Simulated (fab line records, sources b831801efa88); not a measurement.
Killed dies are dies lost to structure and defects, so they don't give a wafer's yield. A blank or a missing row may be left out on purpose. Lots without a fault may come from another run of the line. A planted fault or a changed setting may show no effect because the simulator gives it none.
Which tool did it? | flow gf180mcu | 6 lots, 18 wafers sampled, at 2 steps of a route of 602

WHAT THE GAUGES READ, wafer by wafer
GF_VT_IMPLANT_OVL_MEAS_07.
lot  | measured     | on         | VT_IMPLANT_OVL (nm)
L758 | day 6 01:13  | overlay-01 | -0.7 0.5 0.5
L761 | day 6 15:04  | overlay-01 | -1.4 -2.9 -0.7
L762 | day 6 22:56  | overlay-01 | -0.6 -0.8 0.5
L774 | day 10 00:43 | overlay-02 | -2.4 -2.0 -1.9
L776 | day 10 14:52 | overlay-01 | 1.4 1.2 0.0
L779 | day 11 06:31 | overlay-01 | -0.9 -1.4 -0.8

WHICH TOOL RAN EACH LOT (tool, then ch and the chambers of the sampled wafers, then the start)
lot  | GF_STI_WET_ETCH_17
L758 | wet_bench-04 ch 1, day 2 09:57
L761 | wet_bench-04 ch 3, day 2 22:41
L762 | wet_bench-02 ch 1, day 3 04:20
L774 | wet_bench-04 ch 1, day 5 17:48
L776 | wet_bench-01 ch 0, day 6 05:36
L779 | wet_bench-04 ch 3, day 6 19:03
- GF_STI_WET_ETCH_17: etches Si3N4 in H3PO4, target depth 45 nm, time 514 s.

THE ANSWER, worked out from the rows above alone
Rule: what is usual is taken from the lots themselves. Put in order of their means at a reading, lots are off if they are a third of the lots or fewer, leave a main group of 4 or more, and stand apart from it by a gap of 3 or more times the standard deviation of the main group's means; of several such gaps the widest counts. A main group whose means are all the same, to the digits that the tables above print for the reading, isn't used. A lot without any number at a reading at which 4 lots or more have one is off too. The other lots that the step has rows for count as sound.
No lot is off at any reading shown: from this, nothing can be told.

WHAT THE SIMULATOR HAD PUT IN
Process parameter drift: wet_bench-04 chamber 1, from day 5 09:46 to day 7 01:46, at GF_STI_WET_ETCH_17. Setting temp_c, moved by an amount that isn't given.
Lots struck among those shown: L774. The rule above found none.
